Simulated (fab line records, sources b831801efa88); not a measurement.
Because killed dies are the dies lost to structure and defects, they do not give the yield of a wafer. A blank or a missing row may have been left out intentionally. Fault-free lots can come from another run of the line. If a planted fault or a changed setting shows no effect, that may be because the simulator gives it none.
Which tool is to blame? || flow gf180mcu || Sampling: 7 lots, 21 wafers, 2 of 602 route steps

== WHAT THE GAUGES READ, wafer by wafer ==
GF_SALICIDE_RS_MEAS_04: a four-point-probe measurement.
{"lot": "L527", "measured": "day 15 22:38", "on": "film-metro-02", "SALICIDE_TIN_RS (ohm/sq)": "16.52 15.96 16.46"}
{"lot": "L530", "measured": "day 16 23:23", "on": "film-metro-02", "SALICIDE_TIN_RS (ohm/sq)": "16.13 16.74 16.55"}
{"lot": "L539", "measured": "day 19 20:34", "on": "film-metro-03", "SALICIDE_TIN_RS (ohm/sq)": "16.43 16.20 16.46"}
{"lot": "L541", "measured": "day 20 16:27", "on": "film-metro-01", "SALICIDE_TIN_RS (ohm/sq)": "16.71 16.88 16.50"}
{"lot": "L543", "measured": "day 21 09:29", "on": "film-metro-02", "SALICIDE_TIN_RS (ohm/sq)": "16.10 15.93 16.14"}
{"lot": "L545", "measured": "day 22 00:57", "on": "film-metro-03", "SALICIDE_TIN_RS (ohm/sq)": "16.88 16.73 16.43"}
{"lot": "L549", "measured": "day 22 16:22", "on": "film-metro-03", "SALICIDE_TIN_RS (ohm/sq)": "16.21 16.34 15.95"}

== WHAT TOOL EACH LOT RAN ON (gives the tool, then ch and the chambers of the sampled wafers, and finally the start) ==
{"lot": "L527", "GF_SAB_WET_ETCH_12": "wet-bench-01 ch 0, day 15 22:16"}
{"lot": "L530", "GF_SAB_WET_ETCH_12": "wet-bench-01 ch 1, day 16 23:01"}
{"lot": "L539", "GF_SAB_WET_ETCH_12": "wet-bench-02 ch 3, day 19 20:08"}
{"lot": "L541", "GF_SAB_WET_ETCH_12": "wet-bench-01 ch 3, day 20 16:04"}
{"lot": "L543", "GF_SAB_WET_ETCH_12": "wet-bench-02 ch 2, day 21 09:07"}
{"lot": "L545", "GF_SAB_WET_ETCH_12": "wet-bench-03 ch 0, day 22 00:30"}
{"lot": "L549", "GF_SAB_WET_ETCH_12": "wet-bench-01 ch 3, day 22 15:56"}
- GF_SAB_WET_ETCH_12: etches SiO2 in dHF, target depth 22 nm, time 440 s.

== THE ANSWER, worked out from the rows above alone ==
Rule: the usual values come from the lots themselves. Put in order of their means at a reading, lots are off if they are a third of the lots or fewer, leave a main group of 4 or more, and stand apart from it by a gap of 3 or more times the standard deviation of the main group's means; of several such gaps the widest counts. Not used: any main group whose means are identical at the precision the tables above print for the reading. Also off: a lot with no number at a reading for which 4 or more lots have one. The other lots that the step has rows for count as sound.
Nothing can be told from this: no lot is off at any reading shown.

== WHAT THE SIMULATOR PUT IN ==
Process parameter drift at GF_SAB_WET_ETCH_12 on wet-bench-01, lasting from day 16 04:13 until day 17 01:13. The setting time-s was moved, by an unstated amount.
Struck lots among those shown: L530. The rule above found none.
